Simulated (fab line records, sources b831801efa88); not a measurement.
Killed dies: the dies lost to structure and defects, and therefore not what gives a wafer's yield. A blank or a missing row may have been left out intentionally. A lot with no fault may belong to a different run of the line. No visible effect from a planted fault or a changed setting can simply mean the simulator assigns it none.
The tool behind it: which one? / flow gf180mcu / Sampling: 24 lots, 72 wafers, 5 of 602 route steps

WHAT EACH GAUGE READ, for each wafer
GF_V5_THK_MEAS_25: measures by xrf.
lot=L074; measured=day 27 13:23; on=filmMetro-04; V5_W_THK (nm)=345 347 347
lot=L076; measured=day 27 21:07; on=filmMetro-04; V5_W_THK (nm)=350 342 348
lot=L075; measured=day 27 22:41; on=filmMetro-01; V5_W_THK (nm)=362 354 347
lot=L077; measured=day 28 03:50; on=filmMetro-04; V5_W_THK (nm)=352 355 340
lot=L078; measured=day 28 14:08; on=filmMetro-01; V5_W_THK (nm)=342 343 343
lot=L079; measured=day 28 21:58; on=filmMetro-03; V5_W_THK (nm)=368 364 365
lot=L080; measured=day 29 05:13; on=filmMetro-03; V5_W_THK (nm)=352 346 359
lot=L081; measured=day 29 07:29; on=filmMetro-03; V5_W_THK (nm)=352 346 349
lot=L082; measured=day 29 13:50; on=filmMetro-03; V5_W_THK (nm)=350 356 362
lot=L083; measured=day 30 02:43; on=filmMetro-03; V5_W_THK (nm)=353 360 354
lot=L084; measured=day 30 07:23; on=filmMetro-01; V5_W_THK (nm)=348 358 343
lot=L085; measured=day 30 14:56; on=filmMetro-03; V5_W_THK (nm)=366 352 363
lot=L086; measured=day 30 18:47; on=filmMetro-04; V5_W_THK (nm)=341 342 347
lot=L087; measured=day 31 08:08; on=filmMetro-03; V5_W_THK (nm)=349 351 358
lot=L088; measured=day 31 15:41; on=filmMetro-01; V5_W_THK (nm)=357 362 352
lot=L089; measured=day 32 00:12; on=filmMetro-03; V5_W_THK (nm)=358 345 347
lot=L090; measured=day 32 01:29; on=filmMetro-04; V5_W_THK (nm)=340 340 340
lot=L091; measured=day 32 05:56; on=filmMetro-01; V5_W_THK (nm)=349 354 357
lot=L092; measured=day 32 13:38; on=filmMetro-03; V5_W_THK (nm)=360 345 354
lot=L093; measured=day 32 21:47; on=filmMetro-03; V5_W_THK (nm)=352 358 345
lot=L094; measured=day 33 02:20; on=filmMetro-01; V5_W_THK (nm)=353 352 344
lot=L095; measured=day 33 02:38; on=filmMetro-04; V5_W_THK (nm)=351 340 352
lot=L096; measured=day 33 14:11; on=filmMetro-03; V5_W_THK (nm)=353 360 359
lot=L097; measured=day 33 15:11; on=filmMetro-01; V5_W_THK (nm)=351 346 352

GF_TOP_METAL_OVL_MEAS_15.
lot=L074; measured=day 28 10:20; on=overlay-02; TOP_METAL_OVL (nm)=-1.3 -0.1 -1.7
lot=L076; measured=day 28 16:47; on=overlay-01; TOP_METAL_OVL (nm)=-1.5 -1.3 -2.6
lot=L075; measured=day 28 19:02; on=overlay-01; TOP_METAL_OVL (nm)=1.0 1.5 0.5
lot=L077; measured=day 28 23:35; on=overlay-01; TOP_METAL_OVL (nm)=-0.6 -1.8 0.0
lot=L078; measured=day 29 09:50; on=overlay-02; TOP_METAL_OVL (nm)=1.9 1.5 0.6
lot=L079; measured=day 29 17:35; on=overlay-02; TOP_METAL_OVL (nm)=-0.6 2.6 -0.6
lot=L080; measured=day 30 00:50; on=overlay-02; TOP_METAL_OVL (nm)=-0.2 -1.5 -1.3
lot=L081; measured=day 30 02:32; on=overlay-01; TOP_METAL_OVL (nm)=-0.3 -1.1 -2.0
lot=L082; measured=day 30 08:35; on=overlay-01; TOP_METAL_OVL (nm)=-1.9 -0.3 0.1
lot=L083; measured=day 30 21:20; on=overlay-01; TOP_METAL_OVL (nm)=-1.9 -0.2 -0.5
lot=L084; measured=day 31 01:41; on=overlay-01; TOP_METAL_OVL (nm)=-1.1 -3.7 -2.9
lot=L085; measured=day 31 08:56; on=overlay-01; TOP_METAL_OVL (nm)=-2.2 -1.9 0.2
lot=L086; measured=day 31 12:38; on=overlay-01; TOP_METAL_OVL (nm)=2.8 0.2 1.8
lot=L087; measured=day 32 01:29; on=overlay-01; TOP_METAL_OVL (nm)=0.1 -1.2 0.4
lot=L088; measured=day 32 08:53; on=overlay-01; TOP_METAL_OVL (nm)=-0.6 -0.5 -1.6
lot=L089; measured=day 32 17:02; on=overlay-01; TOP_METAL_OVL (nm)=-0.5 -0.7 0.2
lot=L090; measured=day 32 18:48; on=overlay-01; TOP_METAL_OVL (nm)=0.8 1.0 0.7
lot=L091; measured=day 32 23:17; on=overlay-01; TOP_METAL_OVL (nm)=-0.3 -0.8 -1.4
lot=L092; measured=day 33 06:52; on=overlay-01; TOP_METAL_OVL (nm)=1.2 2.1 2.4
lot=L093; measured=day 33 13:43; on=overlay-01; TOP_METAL_OVL (nm)=0.3 0.7 -0.1
lot=L094; measured=day 33 19:05; on=overlay-01; TOP_METAL_OVL (nm)=0.6 1.0 0.5
lot=L095; measured=day 33 19:10; on=overlay-02; TOP_METAL_OVL (nm)=-3.2 -1.4 -0.8
lot=L096; measured=day 34 05:41; on=overlay-02; TOP_METAL_OVL (nm)=0.8 0.5 0.4
lot=L097; measured=day 34 07:20; on=overlay-01; TOP_METAL_OVL (nm)=-0.3 -1.6 -1.8

WHAT TOOL EACH LOT RAN ON (gives the tool, then ch and the chambers of the sampled wafers, and finally the start)
lot=L074; GF_CONTACT_STRIP_18=plasmaAsher-04 ch 1, day 16 10:56; GF_M4_STRIP_17=plasmaAsher-01 ch 0,1, day 23 18:50; GF_V5_CVD_23=cvdW-02 ch 0,1, day 27 13:09
lot=L076; GF_CONTACT_STRIP_18=plasmaAsher-01 ch 0,1, day 16 18:05; GF_M4_STRIP_17=plasmaAsher-01 ch 0,1, day 24 02:35; GF_V5_CVD_23=cvdW-02 ch 0,1, day 27 20:53
lot=L075; GF_CONTACT_STRIP_18=plasmaAsher-01 ch 0,1, day 16 23:14; GF_M4_STRIP_17=plasmaAsher-02 ch 0,1, day 24 05:35; GF_V5_CVD_23=cvdW-01 ch 0,1, day 27 22:28
lot=L077; GF_CONTACT_STRIP_18=plasmaAsher-01 ch 0,1, day 17 02:47; GF_M4_STRIP_17=plasmaAsher-01 ch 0,1, day 24 09:26; GF_V5_CVD_23=cvdW-01 ch 0,1, day 28 03:35
lot=L078; GF_CONTACT_STRIP_18=plasmaAsher-03 ch 0,1, day 17 15:41; GF_M4_STRIP_17=plasmaAsher-01 ch 0,1, day 25 00:32; GF_V5_CVD_23=cvdW-02 ch 0, day 28 13:54
lot=L079; GF_CONTACT_STRIP_18=plasmaAsher-04 ch 0,1, day 18 01:14; GF_M4_STRIP_17=plasmaAsher-02 ch 0,1, day 25 07:26; GF_V5_CVD_23=cvdW-01 ch 1, day 28 21:44
lot=L080; GF_CONTACT_STRIP_18=plasmaAsher-04 ch 0,1, day 18 10:56; GF_M4_STRIP_17=plasmaAsher-01 ch 0,1, day 25 15:56; GF_V5_CVD_23=cvdW-02 ch 0,1, day 29 04:59
lot=L081; GF_CONTACT_STRIP_18=plasmaAsher-04 ch 0,1, day 18 13:04; GF_M4_STRIP_17=plasmaAsher-04 ch 0,1, day 25 16:25; GF_V5_CVD_23=cvdW-02 ch 0,1, day 29 07:17
lot=L082; GF_CONTACT_STRIP_18=plasmaAsher-03 ch 0,1, day 18 20:53; GF_M4_STRIP_17=plasmaAsher-01 ch 0,1, day 26 00:23; GF_V5_CVD_23=cvdW-02 ch 0,1, day 29 13:36
lot=L083; GF_CONTACT_STRIP_18=plasmaAsher-04 ch 0,1, day 19 12:14; GF_M4_STRIP_17=plasmaAsher-04 ch 0,1, day 26 13:31; GF_V5_CVD_23=cvdW-02 ch 0,1, day 30 02:29
lot=L084; GF_CONTACT_STRIP_18=plasmaAsher-01 ch 0,1, day 19 20:17; GF_M4_STRIP_17=plasmaAsher-04 ch 0,1, day 26 21:25; GF_V5_CVD_23=cvdW-01 ch 0,1, day 30 07:09
lot=L085; GF_CONTACT_STRIP_18=plasmaAsher-04 ch 0,1, day 20 03:26; GF_M4_STRIP_17=plasmaAsher-01 ch 0,1, day 27 02:44; GF_V5_CVD_23=cvdW-01 ch 0,1, day 30 14:42
lot=L086; GF_CONTACT_STRIP_18=plasmaAsher-04 ch 0,1, day 20 11:35; GF_M4_STRIP_17=plasmaAsher-02 ch 0,1, day 27 08:53; GF_V5_CVD_23=cvdW-02 ch 0,1, day 30 18:32
lot=L087; GF_CONTACT_STRIP_18=plasmaAsher-03 ch 0,1, day 21 03:53; GF_M4_STRIP_17=plasmaAsher-01 ch 0,1, day 27 23:49; GF_V5_CVD_23=cvdW-01 ch 0,1, day 31 07:54
lot=L088; GF_CONTACT_STRIP_18=plasmaAsher-04 ch 0,1, day 21 14:17; GF_M4_STRIP_17=plasmaAsher-02 ch 0,1, day 28 07:50; GF_V5_CVD_23=cvdW-02 ch 0,1, day 31 15:28
lot=L089; GF_CONTACT_STRIP_18=plasmaAsher-01 ch 0,1, day 21 23:17; GF_M4_STRIP_17=plasmaAsher-02 ch 1, day 28 15:43; GF_V5_CVD_23=cvdW-01 ch 0,1, day 31 23:58
lot=L090; GF_CONTACT_STRIP_18=plasmaAsher-04 ch 0,1, day 22 02:44; GF_M4_STRIP_17=plasmaAsher-04 ch 0,1, day 28 18:32; GF_V5_CVD_23=cvdW-02 ch 0,1, day 32 01:14
lot=L091; GF_CONTACT_STRIP_18=plasmaAsher-01 ch 0,1, day 22 08:23; GF_M4_STRIP_17=plasmaAsher-02 ch 0,1, day 28 22:35; GF_V5_CVD_23=cvdW-02 ch 0,1, day 32 05:43
lot=L092; GF_CONTACT_STRIP_18=plasmaAsher-03 ch 0,1, day 22 19:02; GF_M4_STRIP_17=plasmaAsher-04 ch 0,1, day 29 07:49; GF_V5_CVD_23=cvdW-01 ch 0,1, day 32 13:24
lot=L093; GF_CONTACT_STRIP_18=plasmaAsher-04 ch 0,1, day 23 04:20; GF_M4_STRIP_17=plasmaAsher-01 ch 0,1, day 29 16:49; GF_V5_CVD_23=cvdW-01 ch 0,1, day 32 21:33
lot=L094; GF_CONTACT_STRIP_18=plasmaAsher-03 ch 0,1, day 23 10:29; GF_M4_STRIP_17=plasmaAsher-04 ch 0,1, day 29 22:41; GF_V5_CVD_23=cvdW-02 ch 0,1, day 33 02:07
lot=L095; GF_CONTACT_STRIP_18=plasmaAsher-03 ch 0,1, day 23 12:41; GF_M4_STRIP_17=plasmaAsher-01 ch 1, day 29 22:16; GF_V5_CVD_23=cvdW-01 ch 0,1, day 33 02:24
lot=L096; GF_CONTACT_STRIP_18=plasmaAsher-04 ch 0,1, day 24 05:44; GF_M4_STRIP_17=plasmaAsher-04 ch 0,1, day 30 13:40; GF_V5_CVD_23=cvdW-01 ch 0,1, day 33 13:57
lot=L097; GF_CONTACT_STRIP_18=plasmaAsher-03 ch 0,1, day 24 07:17; GF_M4_STRIP_17=plasmaAsher-04 ch 0,1, day 30 14:41; GF_V5_CVD_23=cvdW-02 ch 0,1, day 33 14:56
- GF_CONTACT_STRIP_18: strips in O2/N2.
- GF_M4_STRIP_17: strips in O2/N2.
- GF_V5_CVD_23: deposits W, target thk 350 nm, time 104.9 s.

WHAT THE TOOLS THEMSELVES READ (means of the sampled wafers that have a number; where no wafer has one, the mark that the record gives instead)
GF_CONTACT_STRIP_18.
lot=L074; tool=plasmaAsher-04; drypumpMotorCurrentA (A)=6.7; heaterPowerW (W)=345; oesProductAu (a.u.)=0.580
lot=L076; tool=plasmaAsher-01; drypumpMotorCurrentA (A)=5.5; heaterPowerW (W)=330; oesProductAu (a.u.)=0.586
lot=L075; tool=plasmaAsher-01; drypumpMotorCurrentA (A)=6.2; heaterPowerW (W)=351; oesProductAu (a.u.)=0.574
lot=L077; tool=plasmaAsher-01; drypumpMotorCurrentA (A)=6.2; heaterPowerW (W)=351; oesProductAu (a.u.)=0.581
lot=L078; tool=plasmaAsher-03; drypumpMotorCurrentA (A)=5.5; heaterPowerW (W)=331; oesProductAu (a.u.)=0.577
lot=L079; tool=plasmaAsher-04; drypumpMotorCurrentA (A)=6.1; heaterPowerW (W)=334; oesProductAu (a.u.)=0.581
lot=L080; tool=plasmaAsher-04; drypumpMotorCurrentA (A)=6.1; heaterPowerW (W)=338; oesProductAu (a.u.)=0.581
lot=L081; tool=plasmaAsher-04; drypumpMotorCurrentA (A)=5.5; heaterPowerW (W)=330; oesProductAu (a.u.)=0.582
lot=L082; tool=plasmaAsher-03; drypumpMotorCurrentA (A)=5.4; heaterPowerW (W)=339; oesProductAu (a.u.)=0.581
lot=L083; tool=plasmaAsher-04; drypumpMotorCurrentA (A)=5.5; heaterPowerW (W)=324; oesProductAu (a.u.)=0.577
lot=L084; tool=plasmaAsher-01; drypumpMotorCurrentA (A)=5.6; heaterPowerW (W)=333; oesProductAu (a.u.)=0.581
lot=L085; tool=plasmaAsher-04; drypumpMotorCurrentA (A)=6.1; heaterPowerW (W)=329; oesProductAu (a.u.)=0.583
lot=L086; tool=plasmaAsher-04; drypumpMotorCurrentA (A)=6.1; heaterPowerW (W)=325; oesProductAu (a.u.)=0.576
lot=L087; tool=plasmaAsher-03; drypumpMotorCurrentA (A)=5.4; heaterPowerW (W)=339; oesProductAu (a.u.)=0.576
lot=L088; tool=plasmaAsher-04; drypumpMotorCurrentA (A)=6.1; heaterPowerW (W)=327; oesProductAu (a.u.)=0.580
lot=L089; tool=plasmaAsher-01; drypumpMotorCurrentA (A)=6.1; heaterPowerW (W)=348; oesProductAu (a.u.)=0.580
lot=L090; tool=plasmaAsher-04; drypumpMotorCurrentA (A)=5.5; heaterPowerW (W)=325; oesProductAu (a.u.)=0.581
lot=L091; tool=plasmaAsher-01; drypumpMotorCurrentA (A)=5.5; heaterPowerW (W)=331; oesProductAu (a.u.)=0.582
lot=L092; tool=plasmaAsher-03; drypumpMotorCurrentA (A)=5.6; heaterPowerW (W)=333; oesProductAu (a.u.)=0.579
lot=L093; tool=plasmaAsher-04; drypumpMotorCurrentA (A)=5.5; heaterPowerW (W)=322; oesProductAu (a.u.)=0.579
lot=L094; tool=plasmaAsher-03; drypumpMotorCurrentA (A)=5.6; heaterPowerW (W)=337; oesProductAu (a.u.)=0.580
lot=L095; tool=plasmaAsher-03; drypumpMotorCurrentA (A)=5.6; heaterPowerW (W)=332; oesProductAu (a.u.)=0.578
lot=L096; tool=plasmaAsher-04; drypumpMotorCurrentA (A)=6.1; heaterPowerW (W)=331; oesProductAu (a.u.)=0.580
lot=L097; tool=plasmaAsher-03; drypumpMotorCurrentA (A)=5.5; heaterPowerW (W)=328; oesProductAu (a.u.)=0.583

GF_M4_STRIP_17.
lot=L074; tool=plasmaAsher-01; drypumpMotorCurrentA (A)=6.1; heaterPowerW (W)=346; oesProductAu (a.u.)=0.555; stripTimeToEndpointS (s)=7.80
lot=L076; tool=plasmaAsher-01; drypumpMotorCurrentA (A)=6.1; heaterPowerW (W)=353; oesProductAu (a.u.)=0.560; stripTimeToEndpointS (s)=7.82
lot=L075; tool=plasmaAsher-02; drypumpMotorCurrentA (A)=6.1; heaterPowerW (W)=310; oesProductAu (a.u.)=0.553; stripTimeToEndpointS (s)=7.86
lot=L077; tool=plasmaAsher-01; drypumpMotorCurrentA (A)=6.2; heaterPowerW (W)=350; oesProductAu (a.u.)=0.557; stripTimeToEndpointS (s)=7.84
lot=L078; tool=plasmaAsher-01; drypumpMotorCurrentA (A)=6.1; heaterPowerW (W)=349; oesProductAu (a.u.)=0.557; stripTimeToEndpointS (s)=7.83
lot=L079; tool=plasmaAsher-02; drypumpMotorCurrentA (A)=6.2; heaterPowerW (W)=310; oesProductAu (a.u.)=0.559; stripTimeToEndpointS (s)=7.80
lot=L080; tool=plasmaAsher-01; drypumpMotorCurrentA (A)=6.1; heaterPowerW (W)=351; oesProductAu (a.u.)=0.558; stripTimeToEndpointS (s)=7.78
lot=L081; tool=plasmaAsher-04; drypumpMotorCurrentA (A)=6.1; heaterPowerW (W)=327; oesProductAu (a.u.)=0.559; stripTimeToEndpointS (s)=7.86
lot=L082; tool=plasmaAsher-01; drypumpMotorCurrentA (A)=6.1; heaterPowerW (W)=350; oesProductAu (a.u.)=0.563; stripTimeToEndpointS (s)=7.85
lot=L083; tool=plasmaAsher-04; drypumpMotorCurrentA (A)=5.6; heaterPowerW (W)=321; oesProductAu (a.u.)=0.559; stripTimeToEndpointS (s)=7.81
lot=L084; tool=plasmaAsher-04; drypumpMotorCurrentA (A)=6.1; heaterPowerW (W)=329; oesProductAu (a.u.)=0.556; stripTimeToEndpointS (s)=7.78
lot=L085; tool=plasmaAsher-01; drypumpMotorCurrentA (A)=6.1; heaterPowerW (W)=346; oesProductAu (a.u.)=0.555; stripTimeToEndpointS (s)=7.80
lot=L086; tool=plasmaAsher-02; drypumpMotorCurrentA (A)=6.2; heaterPowerW (W)=313; oesProductAu (a.u.)=0.557; stripTimeToEndpointS (s)=7.78
lot=L087; tool=plasmaAsher-01; drypumpMotorCurrentA (A)=5.6; heaterPowerW (W)=328; oesProductAu (a.u.)=0.555; stripTimeToEndpointS (s)=7.83
lot=L088; tool=plasmaAsher-02; drypumpMotorCurrentA (A)=5.9; heaterPowerW (W)=316; oesProductAu (a.u.)=0.557; stripTimeToEndpointS (s)=7.79
lot=L089; tool=plasmaAsher-02; drypumpMotorCurrentA (A)=6.5; heaterPowerW (W)=311; oesProductAu (a.u.)=0.552; stripTimeToEndpointS (s)=7.76
lot=L090; tool=plasmaAsher-04; drypumpMotorCurrentA (A)=6.1; heaterPowerW (W)=325; oesProductAu (a.u.)=0.560; stripTimeToEndpointS (s)=7.82
lot=L091; tool=plasmaAsher-02; drypumpMotorCurrentA (A)=6.1; heaterPowerW (W)=312; oesProductAu (a.u.)=0.559; stripTimeToEndpointS (s)=7.75
lot=L092; tool=plasmaAsher-04; drypumpMotorCurrentA (A)=5.6; heaterPowerW (W)=324; oesProductAu (a.u.)=0.563; stripTimeToEndpointS (s)=7.89
lot=L093; tool=plasmaAsher-01; drypumpMotorCurrentA (A)=5.6; heaterPowerW (W)=330; oesProductAu (a.u.)=0.560; stripTimeToEndpointS (s)=7.81
lot=L094; tool=plasmaAsher-04; drypumpMotorCurrentA (A)=6.1; heaterPowerW (W)=322; oesProductAu (a.u.)=0.563; stripTimeToEndpointS (s)=7.82
lot=L095; tool=plasmaAsher-01; drypumpMotorCurrentA (A)=5.0; heaterPowerW (W)=311; oesProductAu (a.u.)=0.554; stripTimeToEndpointS (s)=7.75
lot=L096; tool=plasmaAsher-04; drypumpMotorCurrentA (A)=5.5; heaterPowerW (W)=322; oesProductAu (a.u.)=0.559; stripTimeToEndpointS (s)=7.89
lot=L097; tool=plasmaAsher-04; drypumpMotorCurrentA (A)=6.1; heaterPowerW (W)=328; oesProductAu (a.u.)=0.557; stripTimeToEndpointS (s)=7.76

GF_V5_CVD_23.
lot=L074; tool=cvdW-02; heaterPowerW (W)=1039
lot=L076; tool=cvdW-02; heaterPowerW (W)=982
lot=L075; tool=cvdW-01; heaterPowerW (W)=950
lot=L077; tool=cvdW-01; heaterPowerW (W)=980
lot=L078; tool=cvdW-02; heaterPowerW (W)=1048
lot=L079; tool=cvdW-01; heaterPowerW (W)=1040
lot=L080; tool=cvdW-02; heaterPowerW (W)=986
lot=L081; tool=cvdW-02; heaterPowerW (W)=1009
lot=L082; tool=cvdW-02; heaterPowerW (W)=970
lot=L083; tool=cvdW-02; heaterPowerW (W)=1026
lot=L084; tool=cvdW-01; heaterPowerW (W)=948
lot=L085; tool=cvdW-01; heaterPowerW (W)=998
lot=L086; tool=cvdW-02; heaterPowerW (W)=991
lot=L087; tool=cvdW-01; heaterPowerW (W)=960
lot=L088; tool=cvdW-02; heaterPowerW (W)=1007
lot=L089; tool=cvdW-01; heaterPowerW (W)=965
lot=L090; tool=cvdW-02; heaterPowerW (W)=989
lot=L091; tool=cvdW-02; heaterPowerW (W)=1023
lot=L092; tool=cvdW-01; heaterPowerW (W)=999
lot=L093; tool=cvdW-01; heaterPowerW (W)=955
lot=L094; tool=cvdW-02; heaterPowerW (W)=1011
lot=L095; tool=cvdW-01; heaterPowerW (W)=1002
lot=L096; tool=cvdW-01; heaterPowerW (W)=1001
lot=L097; tool=cvdW-02; heaterPowerW (W)=973

THE ANSWER, worked out from the rows above alone
Rule: what is usual is taken from the lots themselves. Put in order of their means at a reading, lots are off if they are a third of the lots or fewer, leave a main group of 4 or more, and stand apart from it by a gap of 3 or more times the standard deviation of the main group's means; of several such gaps the widest counts. Not used: any main group whose means are identical at the precision the tables above print for the reading. Also off: a lot with no number at a reading for which 4 or more lots have one. The other lots that the step has rows for count as sound. First the gauges in route order, then the tools' own readings, where a lot's mean is used as printed above. The first step at which some lot is off is used, and at that step the reading that is off furthest; a lot without a number counts as furthest.
No lot is off at any reading shown: from this, nothing can be told.

WHAT WAS PUT IN BY THE SIMULATOR
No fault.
